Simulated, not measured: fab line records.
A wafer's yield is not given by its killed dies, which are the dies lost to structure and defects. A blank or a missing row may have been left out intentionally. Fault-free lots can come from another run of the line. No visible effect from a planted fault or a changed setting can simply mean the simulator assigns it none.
Comparing a struck lot with a sound one :: flow sky130 :: 17 steps out of a route of 708
Sound: wafers L912.3, L912.4, L912.6. Wafers L922.3, L922.5, L922.6 were the ones struck. At the end, the cause is stated.
Order at every step that has rows: each side's tool, ch and its chambers, its first start. Under that, the readings that differ: sound wafers :: struck wafers :: difference of the means :: sigmas: that difference in standard deviations of wafers without a fault.
alike: words and numbers the same on both sides, and readings whose means are apart by under 2 such deviations; not compared: readings that were withheld, readings missing a value for some wafer, numbers with overlapping values and no deviation given by the record, and bounds like >300 which may hide the same value.
Wherever a step has rows on one side only, a row that says differs or no value, or a row with sigmas, the two part there. Numbers that have no deviation but don't overlap get no sigmas and don't part them. Lack of a reading on every wafer of one side parts them only where that side has two or more wafers.

first, 1 step without rows for these wafers: SKY_VT_ADJUST_PCH_IMPLANT_08.
SKY_VT_ADJUST_PCH_STRIP_09: strips in O2/N2.
  sound on plasma_asher-03 ch 0,1, day 12 08:53; struck on plasma_asher-02 ch 0,1, day 14 20:46
  alike: drypump_motor_current_A, oes_product_au, strip_time_to_endpoint_s
  not compared: rf_hours_counter_h
SKY_VT_ADJUST_PCH_TW_MEAS_10:
  struck on film_metro-01, day 14 20:52; sound on film_metro-03, day 12 08:58
reading: VT_ADJUST_PCH_TW
sound: 143.7 144.1 144.0
struck: 141.4 141.2 141.3
difference: -2.6
sigmas: -2
then, 7 steps without rows for these wafers: SKY_SONOS_TUNNEL_DEHYDRATE_00 (time 60 s); SKY_SONOS_TUNNEL_HMDS_01 (prime time 60 s); SKY_SONOS_TUNNEL_COAT_02 (resist thk 1140 nm); SKY_SONOS_TUNNEL_SOFTBAKE_03 (time 60 s); SKY_SONOS_TUNNEL_EXPOSE_04 (exposes mask TUNM, target cd 410 nm); SKY_SONOS_TUNNEL_PEB_05; SKY_SONOS_TUNNEL_DEVELOP_06 (develop time 60 s).
SKY_SONOS_TUNNEL_CD_MEAS_07 targets a cd of 410 nm.
  struck on cd_sem-02, day 16 00:20; sound on cd_sem-01, day 13 09:50
  alike: cd_nm
SKY_SONOS_TUNNEL_OVL_MEAS_08:
  struck on overlay-02, day 16 00:26; sound on overlay-02, day 13 09:56
  alike: SONOS_TUNNEL_OVL
SKY_SONOS_TUNNEL_IMPLANT_09:
  sound on implanter-01 ch 0, day 13 10:01; struck on implanter-01 ch 0, day 16 00:31
reading: beam_on_s (s)
sound: 10.52 10.18 9.98
struck: 7.64 7.57 7.43
difference: -2.68
sigmas: -13

reading: faraday_current_uA
sound: 5.34 5.56 5.66
struck: 7.35 7.43 7.56
difference: +1.93
sigmas: +18
then, 2 steps without rows for these wafers: SKY_SONOS_TUNNEL_WET_ETCH_10 (etches SiO2 in dHF, target depth 14 nm, time 280 s); SKY_SONOS_TUNNEL_STRIP_11 (strips in SPM, time 600 s).
SKY_SONOS_TUNNEL_TW_MEAS_12:
  struck on film_metro-03, day 16 01:07; sound on film_metro-03, day 13 10:24
reading: SONOS_TUNNEL_TW
sound: 197.9 197.8 197.1
struck: 183.7 183.7 185.1
difference: -13.4
sigmas: -11
  not compared: hold
-- here the record skips 33 days between the struck wafers' starts before and after, leaving off in module SONOS_TUNNEL and picking up in module PAD_OPEN (first step shown: number 708 of the route) --
SKY_PAD_OPEN_PROBE_99:
  struck on prober-02, day 49 08:31; sound on prober-01, day 47 03:34
reading: killed_open
sound: 43 60 48
struck: 41 34 32
difference: -15
sigmas: -2

reading: model.etest.sonos_uncharged.vt_v (V)
sound: -0.3717 -0.4178 -0.4287
struck: -0.4698 -0.462 -0.4995
difference: -0.0710
sigmas: 
  alike: killed_at_M0_to_M3, killed_at_M4_up, killed_at_contacts, killed_at_front_end, killed_at_other, killed_dies, killed_short
  not compared: model.etest.sonos_programmed.off_log10_a_um

## WHERE THEY PART
First at SKY_VT_ADJUST_PCH_TW_MEAS_10; last, within this record, at SKY_PAD_OPEN_PROBE_99.

WHY: whatever the simulator had introduced
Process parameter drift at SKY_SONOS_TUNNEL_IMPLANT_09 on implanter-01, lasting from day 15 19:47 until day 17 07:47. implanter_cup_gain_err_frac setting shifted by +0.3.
